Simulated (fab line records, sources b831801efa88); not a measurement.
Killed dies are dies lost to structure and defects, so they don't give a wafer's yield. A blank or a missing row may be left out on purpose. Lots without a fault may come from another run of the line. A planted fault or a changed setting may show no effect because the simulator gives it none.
fab line records | flow gf180mcu | part 2 of 2: steps 28 to 39 of 39
record lots=5 wafers=15 last_day=34
route steps=602 shown HV_LDD@219 NSD@235 PSD@248
lots that met no fault: from a run of the same line without faults
start_h: hours from the record's first day to the start of the lot's first wafer shown | wait_h: hours since the lot's step before | " the same as in the row above | L1.1+2: a row that stands for several wafers | - no value, or no start given | * or withheld: withheld | < > ~ a bound
route shown NAME@n: a module of which the file shows steps, and the number in the route of the first | usual: mean/standard deviation of fault-free wafers | same: alike in all rows | chamber/n: place in a boat | sites: the reading at each site | _std_site: their standard deviation | _edge_site: outer sites' mean less inner sites' | radius_mm: how far each site lies from the wafer's centre | mask NAME#n: copy n | behind: the tool/chamber that last shaped the wafer | hold: why the lot was held/for how many hours/how that ended | device: the transistor (n, p or np) that didn't switch | end of line: the same wafers' tests at the end of the route | a step without rows: its recipe alone | killed: dies lost to structure and defects at the first sort, not the wafer's yield | map: a wafer's dies, x killed, . not, _ none there
set.NAME: the setting as run; set.NAME@STEP: as run at that earlier step | model.NAME: the simulator's own value behind a step, which no gauge read
lots at some steps of the route; a table a step, a row a wafer
services: from which hour (start_h, from the record's first day; less than 0 if before it) a tool's chamber was out of use, for how many hours, and why
## steps
# step GF_NSD_STRIP_11
# recipe chemistry=O2/N2 power_w=1400 pressure_mtorr=1500 platen_temp_c=250 o2_flow_sccm=3000 n2_flow_sccm=300 overash_fraction=0.5
# usual drypump_motor_current_A=5.8/0.43 heater_power_w=307/46 n2_flow_sccm=299.9/0.87 oes_product_au=0.487/0.0046 strip_time_to_endpoint_s=22.96/0.042
# columns lot.wafer tool chamber start_h wait_h drypump_motor_current_A heater_power_w n2_flow_sccm oes_product_au rf_hours_counter_h strip_time_to_endpoint_s
L077.4 plasma_asher-03 0 316.96 0.1 5.2 277 299.8 0.483 - 23.01
L077.5 " 1 " " 6.4 238 300.1 0.486 - 22.97
L077.6 " 0 " " 5.3 272 300.0 0.492 - 22.99
L091.1 plasma_asher-03 1 437.81 0.1 6.4 242 299.0 0.491 32 23.04
L091.2 " 0 " " 5.2 279 300.5 0.489 32 22.98
L091.5 " 1 " " 6.4 240 298.9 0.479 - 23.03
L093.2 plasma_asher-04 0 445.76 0.1 6.0 315 299.5 0.487 69 23.00
L093.3 " 0 " " 6.0 313 299.9 0.482 - 23.02
L093.6 " 1 " " 5.4 349 300.9 0.493 - 23.02
L096.1 plasma_asher-03 1 473.22 0.1 6.4 241 300.7 0.496 36 22.97
L096.2 " 0 " " 5.2 274 299.8 0.486 36 22.94
L096.6 " 1 " " 6.4 243 300.7 0.485 - 22.92
L097.1 plasma_asher-04 1 481.96 0.1 5.4 347 302.1 0.481 73 23.01
L097.3 " 0 " " 6.0 308 300.0 0.490 - 22.96
L097.6 " 1 " " 5.4 361 301.2 0.483 - 22.99
# step GF_NSD_TW_MEAS_12
# usual NSD_TW=4289/21
# columns lot.wafer tool chamber start_h wait_h NSD_TW
L077.4 film_metro-04 - 317.06 0.1 4304
L077.5 " - " " 4283
L077.6 " - " " 4263
L091.1 film_metro-01 - 437.91 0.1 4263
L091.2 " - " " 4287
L091.5 " - " " 4261
L093.2 film_metro-02 - 445.87 0.1 4276
L093.3 " - " " 4260
L093.6 " - " " 4282
L096.1 film_metro-02 - 473.32 0.1 4241
L096.2 " - " " 4271
L096.6 " - " " 4276
L097.1 film_metro-04 - 482.06 0.1 4298
L097.3 " - " " 4285
L097.6 " - " " 4303
# step GF_PSD_DEHYDRATE_00
# recipe temp_c=200 time_s=60
# columns lot.wafer tool chamber start_h wait_h
L077.4+5+6 litho_track-01 0 326.66 9.6
L091.1+2+5 litho_track-02 0 448.90 11.0
L093.2+3+6 litho_track-02 0 457.32 11.4
L096.1+2+6 litho_track-02 0 484.45 11.1
L097.1+3+6 litho_track-01 0 493.48 11.4
# step GF_PSD_HMDS_01
# recipe prime_time_s=60 prime_temp_c=120
# same prime_time_s=60
# columns lot.wafer tool chamber start_h wait_h
L077.4+5+6 litho_track-01 0 326.81 0.1
L091.1+2+5 litho_track-02 0 449.05 0.1
L093.2+3+6 litho_track-02 0 457.47 0.1
L096.1+2+6 litho_track-02 0 484.60 0.1
L097.1+3+6 litho_track-01 0 493.63 0.1
# step GF_PSD_COAT_02
# recipe resist=NOVOLAK spin_rpm=3000 resist_thk_nm=1000
# columns lot.wafer tool chamber start_h wait_h
L077.4+5+6 litho_track-01 0 326.96 0.1
L091.1+2+5 litho_track-02 0 449.20 0.1
L093.2+3+6 litho_track-02 0 457.62 0.1
L096.1+2+6 litho_track-02 0 484.75 0.1
L097.1+3+6 litho_track-01 0 493.78 0.1
# step GF_PSD_SOFTBAKE_03
# recipe temp_c=90 time_s=60 resist=NOVOLAK
# columns lot.wafer tool chamber start_h wait_h
L077.4+5+6 litho_track-01 0 327.11 0.1
L091.1+2+5 litho_track-02 0 449.35 0.1
L093.2+3+6 litho_track-02 0 457.77 0.1
L096.1+2+6 litho_track-02 0 484.90 0.1
L097.1+3+6 litho_track-01 0 493.93 0.1
# step GF_PSD_EXPOSE_04
# recipe mask_id=Pplus target_cd_nm=400 na=0.6 source_shape=conventional sigma_outer=0.6 dose_mj=140
# usual reticle_temp_C=22.99/0.1
# same na=0.6
# columns lot.wafer tool chamber start_h wait_h mask reticle_temp_C
L077.4 iline_stepper-02 0 - - Pplus#0 23.09
L077.5 " 0 " " Pplus#0 23.13
L077.6 " 0 " " Pplus#0 22.99
L091.1 iline_stepper-01 0 - - Pplus#0 22.97
L091.2 " 0 " " Pplus#0 23.07
L091.5 " 0 " " Pplus#0 23.00
L093.2 iline_stepper-02 0 - - Pplus#0 22.87
L093.3 " 0 " " Pplus#0 22.94
L093.6 " 0 " " Pplus#0 22.83
L096.1 iline_stepper-02 0 - - Pplus#0 22.94
L096.2 " 0 " " Pplus#0 23.18
L096.6 " 0 " " Pplus#0 22.95
L097.1 iline_stepper-01 0 - - Pplus#0 22.86
L097.3 " 0 " " Pplus#0 22.92
L097.6 " 0 " " Pplus#0 22.87
# step GF_PSD_PEB_05
# recipe temp_c=withheld time_s=* resist=NOVOLAK
# columns lot.wafer tool chamber start_h wait_h
L077.4+5+6 litho_track-04 0 - -
L091.1+2+5 litho_track-01 0 - -
L093.2+3+6 litho_track-01 0 - -
L096.1+2+6 litho_track-01 0 - -
L097.1+3+6 litho_track-02 0 - -
# step GF_PSD_DEVELOP_06
# recipe develop_time_s=60 dev_temp_c=23
# usual developer_temp_C=23.00/0.098
# columns lot.wafer tool chamber start_h wait_h developer_temp_C
L077.4 litho_track-04 0 336.94 0.1 22.96
L077.5 " 0 " " 22.88
L077.6 " 0 " " 22.81
L091.1 litho_track-01 0 461.19 0.1 22.98
L091.2 " 0 " " 23.09
L091.5 " 0 " " 22.95
L093.2 litho_track-01 0 469.36 0.1 23.05
L093.3 " 0 " " 22.99
L093.6 " 0 " " 23.02
L096.1 litho_track-01 0 497.08 0.1 22.98
L096.2 " 0 " " 23.14
L096.6 " 0 " " 23.07
L097.1 litho_track-02 0 505.75 0.1 23.08
L097.3 " 0 " " 23.08
L097.6 " 0 " " 23.01
# step GF_PSD_CD_MEAS_07
# recipe target_cd_nm=400
# usual cd_nm=400/3.1
# columns lot.wafer tool chamber start_h wait_h cd_nm
L077.4 cd_sem-02 - 337.08 0.1 402
L077.5 " - " " 404
L077.6 " - " " 401
L091.1 cd_sem-01 - 461.34 0.1 401
L091.2 " - " " 401
L091.5 " - " " 402
L093.2 cd_sem-01 - 469.50 0.1 399
L093.3 " - " " 396
L093.6 " - " " 395
L096.1 cd_sem-02 - 497.23 0.1 399
L096.2 " - " " 396
L096.6 " - " " 397
L097.1 cd_sem-02 - 505.90 0.1 403
L097.3 " - " " 404
L097.6 " - " " 403
# step GF_PSD_OVL_MEAS_08
# usual PSD_OVL=0.7/1.2
# columns lot.wafer tool chamber start_h wait_h PSD_OVL[nm]
L077.4 overlay-02 - 337.16 0.1 1.0
L077.5 " - " " 0.2
L077.6 " - " " 0.2
L091.1 overlay-01 - 461.46 0.1 0.5
L091.2 " - " " 1.1
L091.5 " - " " 1.7
L093.2 overlay-01 - 469.61 0.1 2.2
L093.3 " - " " 0.7
L093.6 " - " " 1.3
L096.1 overlay-02 - 497.35 0.1 0.3
L096.2 " - " " 1.1
L096.6 " - " " -0.9
L097.1 overlay-01 - 506.02 0.1 1.0
L097.3 " - " " 1.0
L097.6 " - " " 0.1
# step GF_PSD_IMPLANT_09
# recipe species=BF2 energy_kev=40 dose_cm2=1.5e+15 tilt_deg=7
# usual faraday_current_uA=8245/160
# columns lot.wafer tool chamber start_h wait_h faraday_current_uA
L077.4 implanter-01 0 337.25 0.1 8274
L077.5 " 0 " " 8364
L077.6 " 0 " " 8536
L091.1 implanter-04 0 461.49 0.0 8190
L091.2 " 0 " " 8154
L091.5 " 0 " " 8284
L093.2 implanter-04 0 469.67 0.0 8282
L093.3 " 0 " " 8381
L093.6 " 0 " " 8093
L096.1 implanter-04 0 497.39 0.0 8001
L096.2 " 0 " " 7981
L096.6 " 0 " " 8248
L097.1 implanter-04 0 506.06 0.0 8473
L097.3 " 0 " " 8140
L097.6 " 0 " " 7965
## services
# columns tool chamber start_h hours kind
iline_stepper-01 - 260.98 4.3 pm
rie_diel-04 3 271.64 8.7 repair
implanter-02 - 290.17 5.8 repair
iline_stepper-01 - 305.20 7.3 repair
rie_diel-04 - 314.65 2.8 pm
implanter-02 - 317.04 1.1 repair
plasma_asher-04 - 320.74 14.8 repair
plasma_asher-02 - 340.77 2.8 pm
implanter-02 - 341.10 10.0 repair
rie_diel-01 - 356.97 2.8 pm
plasma_asher-03 - 359.28 4.3 pm
iline_stepper-02 - 404.06 2.1 pm
implanter-04 - 408.00 2.3 repair
plasma_asher-03 - 414.83 1.4 repair
lpcvd-02 - 424.39 0.8 repair
rie_diel-01 - 426.02 1.8 repair
rie_diel-01 - 437.90 0.4 repair
lpcvd-02 - 438.15 1.0 repair
iline_stepper-01 - 452.55 1.7 pm
rie_diel-01 - 459.79 0.6 repair
implanter-04 - 465.24 3.4 pm
iline_stepper-02 - 467.96 1.7 pm
wet_bench-01 - 484.72 2.5 repair
rtp_anneal-01 - 504.94 13.8 pm
